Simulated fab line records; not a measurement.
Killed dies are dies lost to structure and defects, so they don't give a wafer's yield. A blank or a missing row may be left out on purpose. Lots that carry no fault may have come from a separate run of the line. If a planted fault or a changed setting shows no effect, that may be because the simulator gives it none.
Matching of chambers | flow gf180mcu | cmp-01 running GF_V3_CMP_04: 4 sister chambers
The step polishes SiO2. 16 wafers are shown with their chamber, then 8 later ones without.

WAFERS WITH THEIR CHAMBER
wafer  | chamber | motor-current-A (A) | time-to-endpoint-s (s) | slurry-flow-ml-min
L295.1 | 2       | 12.5                | 78                     | 149.5
L295.4 | 1       | 11.5                | 87                     | 150.1
L295.6 | 2       | 12.9                | 80                     | 149.7
L297.1 | 0       | 10.8                | 77                     | 149.6
L297.4 | 1       | 11.9                | 88                     | 149.9
L297.6 | 0       | 10.8                | 83                     | 150.2
L304.1 | 3       | 10.9                | 87                     | 150.6
L304.4 | 2       | 12.5                | 89                     | 150.3
L304.6 | 1       | 11.3                | 84                     | 149.9
L308.1 | 2       | 12.8                | 79                     | 149.3
L308.5 | 2       | 12.2                | 85                     | 149.8
L308.6 | 1       | 11.6                | 88                     | 149.8
L312.2 | 0       | 10.6                | 81                     | 150.4
L312.4 | 1       | 11.7                | 85                     | 149.7
L312.5 | 3       | 10.7                | 90                     | 150.1
L313.1 | 0       | 10.8                | 82                     | 151.1

SIGNATURES (averages over the wafers above)
reading            | chamber 0 | chamber 1 | chamber 2 | chamber 3 | scatter within a chamber
motor-current-A    | 10.750    | 11.600    | 12.580    | 10.800    | 0.216
time-to-endpoint-s | 80.75     | 86.40     | 82.20     | 88.50     | 3.23
slurry-flow-ml-min | 150.325   | 149.880   | 149.720   | 150.350   | 0.401
Rule: for each reading, subtract the chamber's mean from the wafer's reading, divide by that reading's scatter and square the result; add these up over the readings and take the root, which gives the wafer's distance from the chamber. If the next closest chamber is less than 2 further off than the closest, the wafer can't be placed; otherwise it belongs to the closest. The scatter is the square root of a quotient: the sum, over the shown wafers, of each reading's squared deviation from its chamber's mean, divided by wafers minus chambers.

WAFERS WITH NO CHAMBER GIVEN
wafer  | motor-current-A (A) | time-to-endpoint-s (s) | slurry-flow-ml-min
L313.2 | 10.9                | 76                     | 149.6
L313.3 | 11.2                | 77                     | 150.5
L315.1 | 11.4                | 80                     | 149.5
L315.2 | 10.4                | 82                     | 149.1
L315.3 | 12.1                | 80                     | 150.0
L314.1 | 11.4                | 72                     | 149.7
L314.2 | 10.8                | 82                     | 149.6
L314.6 | 11.3                | 82                     | 149.6

CHAMBER TAKEN BY EACH
wafer  | from the rows above               | in truth
L313.2 | can't be placed: 0 or 3           | 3
L313.3 | can't be placed: 0 or 1 or 3      | 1
L315.1 | can't be placed: 1 or 0 or 3      | 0
L315.2 | can't be placed: 0 or 3           | 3
L315.3 | can't be placed: 2 or 1           | 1
L314.1 | can't be placed: 0 or 1 or 3 or 2 | 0
L314.2 | can't be placed: 0 or 3           | 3
L314.6 | can't be placed: 1 or 0 or 3      | 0
Placed correctly: 0 of 8. From these rows, 8 cannot be placed; in 8 the true chamber is one of the candidates. Number placed wrongly: 0.
